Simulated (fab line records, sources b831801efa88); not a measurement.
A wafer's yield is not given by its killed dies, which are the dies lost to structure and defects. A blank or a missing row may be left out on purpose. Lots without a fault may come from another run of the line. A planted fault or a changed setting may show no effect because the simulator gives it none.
Split-lot study -- flow gf180mcu -- on a route of 602 steps: 5 lots, 23 wafers read

== ABOUT THE SPLIT ==
At GF_POLY_GATE_PEB_08 (peb time 90 s), the setting peb_time_s was moved away from the recipe's 90 s on 11 of the 23 wafers read, by -12.5% to +14.3%. This setting was run at the recipe's value on the other wafers.

== SPLIT TO READING: what lies between them in the file, 1 step ==
- GF_POLY_GATE_DEVELOP_09: develop time 60 s

== THE READING ==
POLY_GATE.cd_nm (the simulator's own value, which no gauge read), in nm, at GF_POLY_GATE_ETCH_12 (etches BARC in N2/H2). There is no usual value for it anywhere in the file. The 12 wafers here that ran the recipe average 279.8 nm, standard deviation 2.2 nm.

wafer,"tool, chamber at the split","peb_time_s as run, s",against the recipe,"POLY_GATE.cd_nm, nm",against lot-mates on the recipe
L074.1,"litho_track-01, 0",90,recipe,283.7,-
L074.2,"litho_track-01, 0",90,recipe,284.3,-
L074.6,"litho_track-01, 0",90,recipe,282.6,-
L078.1,"litho_track-01, 0",90,recipe,277.9,-
L078.2,"litho_track-01, 0",95.21,+5.8%,276.2,-2.6
L078.4,"litho_track-01, 0",90,recipe,279.6,-
L078.5,"litho_track-01, 0",95.21,+5.8%,276.6,-2.1
L078.6,"litho_track-01, 0",95.21,+5.8%,277.8,-0.9
L080.2,"litho_track-04, 0",90,recipe,279.3,-
L080.3,"litho_track-04, 0",96.45,+7.2%,277.9,-1.3
L080.4,"litho_track-04, 0",90,recipe,279.1,-
L080.5,"litho_track-04, 0",96.45,+7.2%,278.5,-0.7
L080.6,"litho_track-04, 0",96.45,+7.2%,279.3,+0.1
L081.1,"litho_track-04, 0",90,recipe,278.3,-
L081.3,"litho_track-04, 0",78.72,-12.5%,281.4,+3.5
L081.4,"litho_track-04, 0",78.72,-12.5%,281.2,+3.3
L081.5,"litho_track-04, 0",78.72,-12.5%,280.5,+2.6
L081.6,"litho_track-04, 0",90,recipe,277.4,-
L085.1,"litho_track-01, 0",102.9,+14.3%,276.1,-2.5
L085.2,"litho_track-01, 0",90,recipe,278.4,-
L085.3,"litho_track-01, 0",90,recipe,278.7,-
L085.4,"litho_track-01, 0",102.9,+14.3%,274.3,-4.3
L085.6,"litho_track-01, 0",90,recipe,278.8,-

FIT RESULTS
A straight line over all 23 wafers: POLY_GATE.cd_nm changes by -0.212 nm for each +1% of peb_time_s; r = -0.62; the points scatter about the line by 1.9 nm.
The same after taking each lot's own level away (the mean of its wafers on the recipe; 23 wafers): -0.235 nm for each +1%; r = -0.91; scatter 0.76 nm.
On that fit, the largest move of peb_time_s shifts the reading by 3.4 nm.
The span of the lots' own levels, 277.85 to 283.53 nm, comes to 2.5 times the standard deviation stated above.
So the lot-to-lot level blurs the effect unless lot-mates are compared.
Check: for one of the wafers moved furthest among these (+14.3%), held out of the fit, the line's prediction against its lot-mates is -3.46 nm. Against them it came out at -2.53 nm.

== FILE'S OWN FIT ==
POLY_GATE.cd_nm changes by -0.234 nm for each +1% of peb_time_s, r = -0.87.
